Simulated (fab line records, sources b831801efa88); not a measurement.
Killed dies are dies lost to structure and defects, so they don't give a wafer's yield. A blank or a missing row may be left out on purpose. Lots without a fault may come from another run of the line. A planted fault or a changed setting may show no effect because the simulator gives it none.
Which tool did it? | flow gf180mcu | 12 lots, 36 wafers sampled, at 5 steps of a route of 602

WHAT THE GAUGES READ, wafer by wafer
GF_VT_IMPLANT_OVL_MEAS_07. Usual: VT_IMPLANT_OVL 0.0 nm, standard deviation 1.3.
lot  | measured     | on         | VT_IMPLANT_OVL (nm) | flag
L886 | day 5 14:15  | overlay-02 | -0.1 0.9 0.7        |
L887 | day 5 18:07  | overlay-01 | 0.3 0.3 0.3         |
L888 | day 6 02:01  | overlay-01 | -3.2 -2.0 -1.8      |
L894 | day 7 21:29  | overlay-01 | -0.3 0.0 -0.6       |
L895 | day 7 23:08  | overlay-02 | -0.3 -0.8 -0.4      |
L900 | day 9 06:50  | overlay-02 | 0.3 0.0 0.8         |
L901 | day 9 13:06  | overlay-02 | -2.6 -2.0 -0.6      |
L902 | day 9 17:27  | overlay-01 | 0.5 1.6 1.0         |
L903 | day 9 23:53  | overlay-02 | 1.3 0.5 1.1         |
L904 | day 10 05:41 | overlay-01 | -1.5 -2.2 -1.8      |
L908 | day 11 05:14 | overlay-02 | 0.8 -0.5 -0.5       |
L909 | day 11 14:22 | overlay-01 | 1.3 2.4 0.5         |

GF_VT_IMPLANT_OVL_MEAS_29. Usual: VT_IMPLANT_02_OVL -0.7 nm, standard deviation 1.4.
lot  | measured     | on         | VT_IMPLANT_02_OVL (nm) | flag
L886 | day 6 20:28  | overlay-01 | -0.8 -0.4 -0.7         |
L887 | day 7 00:25  | overlay-02 | -1.4 0.8 -0.1          |
L888 | day 7 09:25  | overlay-02 | -1.2 -3.8 -2.4         |
L894 | day 9 07:05  | overlay-01 | 1.5 -0.7 0.1           |
L895 | day 9 07:57  | overlay-02 | -0.6 0.4 -1.7          |
L900 | day 10 17:44 | overlay-01 | -2.2 -2.4 -3.2         |
L901 | day 11 01:51 | overlay-02 | 3.1 0.7 2.8            |
L902 | day 11 06:06 | overlay-02 | -0.9 -2.1 -0.2         |
L903 | day 11 12:28 | overlay-01 | -0.5 -0.7 -2.0         |
L904 | day 11 18:07 | overlay-01 | 0.8 1.5 1.8            |
L908 | day 12 19:44 | overlay-01 | -2.5 -1.2 -2.2         |
L909 | day 13 04:06 | overlay-01 | 0.0 0.4 -1.0           |

GF_POLY_GATE_THK_MEAS_01. Usual: POLY_GATE_CVD_00_THK 200.5 nm, standard deviation 1.5.
lot  | measured     | on            | POLY_GATE_CVD_00_THK (nm) | flag
L886 | day 8 12:09  | film_metro-03 | 199.3 202.4 200.0         |
L887 | day 8 17:40  | film_metro-02 | 198.1 197.5 198.2         |
L888 | day 9 00:43  | film_metro-03 | 200.3 199.2 199.1         |
L894 | day 11 01:52 | film_metro-02 | 142.5 144.1 144.1         | OFF
L895 | day 11 01:51 | film_metro-01 | 141.2 141.8 140.6         | OFF
L900 | day 12 14:28 | film_metro-01 | 204.2 203.5 203.1         |
L901 | day 13 00:55 | film_metro-01 | 200.4 202.1 201.2         |
L902 | day 13 05:40 | film_metro-01 | 201.9 200.4 202.8         |
L903 | day 13 09:19 | film_metro-01 | 200.5 199.8 200.0         |
L904 | day 13 15:08 | film_metro-01 | 199.8 201.9 200.6         |
L908 | day 14 20:04 | film_metro-02 | 201.8 202.1 200.5         |
L909 | day 15 04:14 | film_metro-02 | 203.2 202.6 202.2         |

WHICH TOOL RAN EACH LOT (tool, then ch and the chambers of the sampled wafers, then the start)
lot  | GF_VT_IMPLANT_STRIP_31               | GF_POLY_GATE_CVD_00
L886 | plasma_asher-01 ch 0,1, day 6 20:40  | lpcvd-02 ch 1, day 8 10:49
L887 | plasma_asher-03 ch 0,1, day 7 00:37  | lpcvd-01 ch 0, day 8 16:20
L888 | plasma_asher-04 ch 0,1, day 7 09:37  | lpcvd-01 ch 1, day 8 23:22
L894 | plasma_asher-01 ch 0,1, day 9 07:17  | lpcvd-01 ch 1, day 11 00:31
L895 | plasma_asher-04 ch 0,1, day 9 08:08  | lpcvd-01 ch 1, day 11 00:31
L900 | plasma_asher-03 ch 0,1, day 10 17:55 | lpcvd-02 ch 0, day 12 13:07
L901 | plasma_asher-03 ch 0,1, day 11 02:02 | lpcvd-02 ch 0, day 12 23:34
L902 | plasma_asher-04 ch 0,1, day 11 06:17 | lpcvd-02 ch 1, day 13 04:19
L903 | plasma_asher-01 ch 0,1, day 11 12:39 | lpcvd-02 ch 1, day 13 07:58
L904 | plasma_asher-03 ch 0,1, day 11 18:18 | lpcvd-02 ch 0, day 13 13:48
L908 | plasma_asher-04 ch 0,1, day 12 19:56 | lpcvd-01 ch 0, day 14 18:43
L909 | plasma_asher-03 ch 0,1, day 13 04:17 | lpcvd-02 ch 1, day 15 02:53
- GF_VT_IMPLANT_STRIP_31: strips in O2/N2.
- GF_POLY_GATE_CVD_00: deposits poly-Si, target thk 200 nm, time 1200 s.

WHAT THE TOOLS THEMSELVES READ (means of the sampled wafers that have a number; where no wafer has one, the mark that the record gives instead)
GF_VT_IMPLANT_STRIP_31. Usual: drypump_motor_current_A 5.2 A, standard deviation 0.52; heater_power_w 306 W, standard deviation 33; oes_product_au 0.716 a.u., standard deviation 0.0047; strip_time_to_endpoint_s 12.63 s, standard deviation 0.031.
lot  | tool            | drypump_motor_current_A (A) | heater_power_w (W) | oes_product_au (a.u.) | strip_time_to_endpoint_s (s) | flag
L886 | plasma_asher-01 | 5.1                         | 274                | 0.715                 | 12.64                        |
L887 | plasma_asher-03 | 5.2                         | 340                | 0.722                 | 12.61                        |
L888 | plasma_asher-04 | 5.1                         | 330                | 0.715                 | 12.63                        |
L894 | plasma_asher-01 | 5.3                         | 277                | 0.717                 | 12.70                        |
L895 | plasma_asher-04 | 4.9                         | 302                | 0.713                 | 12.64                        |
L900 | plasma_asher-03 | 5.6                         | 337                | 0.716                 | 12.62                        |
L901 | plasma_asher-03 | 5.2                         | 339                | 0.716                 | 12.63                        |
L902 | plasma_asher-04 | 5.0                         | 303                | 0.713                 | 12.61                        |
L903 | plasma_asher-01 | 5.3                         | 277                | 0.719                 | 12.62                        |
L904 | plasma_asher-03 | 5.2                         | 332                | 0.718                 | 12.61                        |
L908 | plasma_asher-04 | 5.0                         | 303                | 0.715                 | 12.62                        |
L909 | plasma_asher-03 | 5.6                         | 333                | 0.719                 | 12.59                        |

GF_POLY_GATE_CVD_00. Usual: pressure_mtorr 200.0 mTorr, standard deviation 0.45; spike_tc_centre_C 620.7 C, standard deviation 1.1; spike_tc_lower_C 620.6 C, standard deviation 1.6; zone_power_top_pct 18.7 %, standard deviation 1.1.
lot  | tool     | pressure_mtorr (mTorr) | spike_tc_centre_C (C) | spike_tc_lower_C (C) | zone_power_top_pct (%) | flag
L886 | lpcvd-02 | 199.5                  | 620.8                 | 621.9                | 19.5                   |
L887 | lpcvd-01 | 199.6                  | 620.8                 | 619.0                | 19.6                   |
L888 | lpcvd-01 | 200.5                  | 621.4                 | 620.0                | 17.2                   |
L894 | lpcvd-01 | 99.8                   | 620.1                 | 619.2                | 17.0                   | OFF
L895 | lpcvd-01 | 100.0                  | 622.6                 | 619.7                | 16.9                   | OFF
L900 | lpcvd-02 | 200.0                  | 621.0                 | 619.8                | 17.9                   |
L901 | lpcvd-02 | 200.0                  | 621.0                 | 621.0                | 18.0                   |
L902 | lpcvd-02 | 199.4                  | 620.8                 | 621.9                | 19.4                   |
L903 | lpcvd-02 | 199.6                  | 620.6                 | 622.8                | 19.3                   |
L904 | lpcvd-02 | 199.9                  | 621.5                 | 620.1                | 18.1                   |
L908 | lpcvd-01 | 199.6                  | 620.0                 | 621.0                | 19.6                   |
L909 | lpcvd-02 | 200.2                  | 619.9                 | 621.8                | 19.4                   |

THE ANSWER, worked out from the rows above alone
Rule: a lot is off if the mean of its wafers that have a number lies more than 3 standard deviations from the usual mean. A lot without any number at a reading at which 4 lots or more have one is off too. The other lots that the step has rows for count as sound. The gauges are gone through in route order, then the tools' own readings, and for those a lot's mean is taken as printed above. The first step at which some lot is off is used, and at that step the reading that is off furthest; a lot without a number counts as furthest.
Off: L894, L895, at GF_POLY_GATE_THK_MEAS_01 (POLY_GATE_CVD_00_THK).
A tool fits if, at a process step before that reading, it ran every lot that is off, and no sound lot after the first of them. The gauges at GF_POLY_GATE_THK_MEAS_01 aren't tried: what is off there is off at GF_POLY_GATE_CVD_00 too, on other tools, and a gauge's error can't cause that. None of those tried fits.

WHAT THE SIMULATOR HAD PUT IN
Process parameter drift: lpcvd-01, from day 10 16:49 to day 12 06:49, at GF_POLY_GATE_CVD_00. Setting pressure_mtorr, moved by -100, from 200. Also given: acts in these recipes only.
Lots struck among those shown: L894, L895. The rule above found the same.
